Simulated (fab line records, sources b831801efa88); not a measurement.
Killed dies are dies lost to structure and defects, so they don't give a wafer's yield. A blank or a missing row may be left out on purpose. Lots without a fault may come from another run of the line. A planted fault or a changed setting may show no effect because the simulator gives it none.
Which tool did it? | flow gf180mcu | 14 lots, 42 wafers sampled, at 4 steps of a route of 602

WHAT THE GAUGES READ, wafer by wafer
GF_V5_THK_MEAS_25: measures by xrf.
lot  | measured     | on            | V5_W_THK (nm)
L389 | day 28 05:02 | film_metro-03 | 350 344 345
L390 | day 28 11:25 | film_metro-01 | 352 353 352
L391 | day 29 04:04 | film_metro-01 | 343 345 340
L392 | day 29 08:25 | film_metro-01 | 347 342 350
L393 | day 29 10:30 | film_metro-01 | 342 343 347
L395 | day 30 00:28 | film_metro-03 | 352 349 348
L396 | day 30 08:59 | film_metro-02 | 342 337 347
L397 | day 30 12:58 | film_metro-03 | 346 343 343
L398 | day 30 18:04 | film_metro-01 | 347 343 345
L399 | day 31 10:06 | film_metro-02 | 352 347 353
L400 | day 31 11:46 | film_metro-02 | 350 346 347
L401 | day 31 15:58 | film_metro-02 | 352 353 352
L402 | day 31 19:32 | film_metro-03 | 344 350 350
L404 | day 32 14:27 | film_metro-03 | 357 353 355

GF_TOP_METAL_RS_MEAS_05: measures by four-point-probe.
lot  | measured     | on            | TOP_METAL_ALCU_RS (ohm/sq)
L389 | day 28 05:39 | film_metro-01 | 0.0334 0.0329 0.0332
L390 | day 28 12:00 | film_metro-03 | 0.0327 0.0326 0.0335
L391 | day 29 04:38 | film_metro-03 | 0.0325 0.0325 0.0325
L392 | day 29 09:00 | film_metro-04 | 0.0319 0.0322 0.0319
L393 | day 29 11:05 | film_metro-03 | 0.0324 0.0318 0.0323
L395 | day 30 01:05 | film_metro-03 | 0.0320 0.0324 0.0325
L396 | day 30 09:34 | film_metro-04 | 0.0324 0.0328 0.0332
L397 | day 30 13:32 | film_metro-04 | 0.0327 0.0326 0.0329
L398 | day 30 18:39 | film_metro-01 | 0.0332 0.0328 0.0327
L399 | day 31 10:42 | film_metro-01 | 0.0326 0.0322 0.0320
L400 | day 31 12:25 | film_metro-03 | 0.0316 0.0322 0.0324
L401 | day 31 16:33 | film_metro-04 | 0.0323 0.0330 0.0325
L402 | day 31 20:08 | film_metro-03 | 0.0334 0.0331 0.0326
L404 | day 32 15:02 | film_metro-04 | 0.0320 0.0318 0.0325

WHICH TOOL RAN EACH LOT (tool, then ch and the chambers of the sampled wafers, then the start)
lot  | GF_DUAL_GATE_OXIDATION_15     | GF_TOP_METAL_SPUTTER_01
L389 | furnace-01 ch 0, day 9 04:31  | pvd_sputter-03, day 28 05:29
L390 | furnace-01 ch 0, day 9 10:14  | pvd_sputter-01, day 28 11:53
L391 | furnace-02 ch 0, day 9 15:28  | pvd_sputter-03, day 29 04:31
L392 | furnace-01 ch 0, day 10 01:44 | pvd_sputter-01, day 29 08:52
L393 | furnace-02 ch 0, day 10 11:01 | pvd_sputter-01, day 29 10:58
L395 | furnace-02 ch 0, day 10 23:55 | pvd_sputter-03, day 30 00:55
L396 | furnace-01 ch 0, day 11 06:31 | pvd_sputter-01, day 30 09:26
L397 | furnace-02 ch 0, day 11 11:32 | pvd_sputter-03, day 30 13:25
L398 | furnace-01 ch 0, day 11 19:07 | pvd_sputter-03, day 30 18:32
L399 | furnace-01 ch 0, day 12 04:42 | pvd_sputter-01, day 31 10:33
L400 | furnace-02 ch 0, day 12 10:48 | pvd_sputter-01, day 31 12:13
L401 | furnace-02 ch 0, day 12 18:41 | pvd_sputter-02, day 31 16:26
L402 | furnace-02 ch 0, day 13 00:09 | pvd_sputter-02, day 31 19:59
L404 | furnace-02 ch 0, day 13 18:53 | pvd_sputter-01, day 32 14:55
- GF_DUAL_GATE_OXIDATION_15: stabilise 600 s, purge 300 s, target thk 7.098 nm.
- GF_TOP_METAL_SPUTTER_01: material TiN, target thk 30 nm, time 25 s.

WHAT THE TOOLS THEMSELVES READ (means of the sampled wafers that have a number; where no wafer has one, the mark that the record gives instead)
GF_DUAL_GATE_OXIDATION_15.
lot  | tool       | spike_tc_centre_C (C) | spike_tc_lower_C (C) | tube_center_temp_C_max | zone_power_centre_pct (%) | zone_power_top_pct (%)
L389 | furnace-01 | 850.5                 | 851.1                | 852.5                  | 17.6                      | 28.9
L390 | furnace-01 | 849.7                 | 851.2                | 851.9                  | 17.5                      | 28.8
L391 | furnace-02 | 849.8                 | 849.4                | 851.9                  | 17.2                      | 30.0
L392 | furnace-01 | 850.0                 | 851.4                | 852.1                  | 17.5                      | 28.7
L393 | furnace-02 | 849.1                 | 848.6                | 852.4                  | 16.9                      | 29.9
L395 | furnace-02 | 850.3                 | 850.2                | 852.3                  | 17.0                      | 30.3
L396 | furnace-01 | 850.5                 | 851.9                | 852.0                  | 17.6                      | 28.6
L397 | furnace-02 | 849.9                 | 849.1                | 852.0                  | 17.1                      | 29.9
L398 | furnace-01 | 850.5                 | 851.7                | 852.4                  | 17.6                      | 28.9
L399 | furnace-01 | 850.6                 | 851.4                | 852.3                  | 17.6                      | 28.8
L400 | furnace-02 | 849.4                 | 849.3                | 852.2                  | 17.0                      | 29.7
L401 | furnace-02 | 850.5                 | 850.0                | 852.2                  | 17.0                      | 30.2
L402 | furnace-02 | 849.8                 | 850.3                | 852.1                  | 17.1                      | 29.9
L404 | furnace-02 | 848.8                 | 849.2                | 852.3                  | 17.0                      | 30.0

GF_TOP_METAL_SPUTTER_01.
lot  | tool           | throttle_valve_pct (%)
L389 | pvd_sputter-03 | 29.4
L390 | pvd_sputter-01 | 30.4
L391 | pvd_sputter-03 | 30.4
L392 | pvd_sputter-01 | 30.7
L393 | pvd_sputter-01 | 30.7
L395 | pvd_sputter-03 | 29.5
L396 | pvd_sputter-01 | 30.3
L397 | pvd_sputter-03 | 30.7
L398 | pvd_sputter-03 | 30.0
L399 | pvd_sputter-01 | 30.9
L400 | pvd_sputter-01 | 30.6
L401 | pvd_sputter-02 | 30.0
L402 | pvd_sputter-02 | 30.1
L404 | pvd_sputter-01 | 30.7

THE ANSWER, worked out from the rows above alone
Rule: what is usual is taken from the lots themselves. Put in order of their means at a reading, lots are off if they are a third of the lots or fewer, leave a main group of 4 or more, and stand apart from it by a gap of 3 or more times the standard deviation of the main group's means; of several such gaps the widest counts. A main group whose means are all the same, to the digits that the tables above print for the reading, isn't used. A lot without any number at a reading at which 4 lots or more have one is off too. The other lots that the step has rows for count as sound. The gauges are gone through in route order, then the tools' own readings, and for those a lot's mean is taken as printed above. The first step at which some lot is off is used, and at that step the reading that is off furthest; a lot without a number counts as furthest.
No lot is off at any reading shown: from this, nothing can be told.

WHAT THE SIMULATOR HAD PUT IN
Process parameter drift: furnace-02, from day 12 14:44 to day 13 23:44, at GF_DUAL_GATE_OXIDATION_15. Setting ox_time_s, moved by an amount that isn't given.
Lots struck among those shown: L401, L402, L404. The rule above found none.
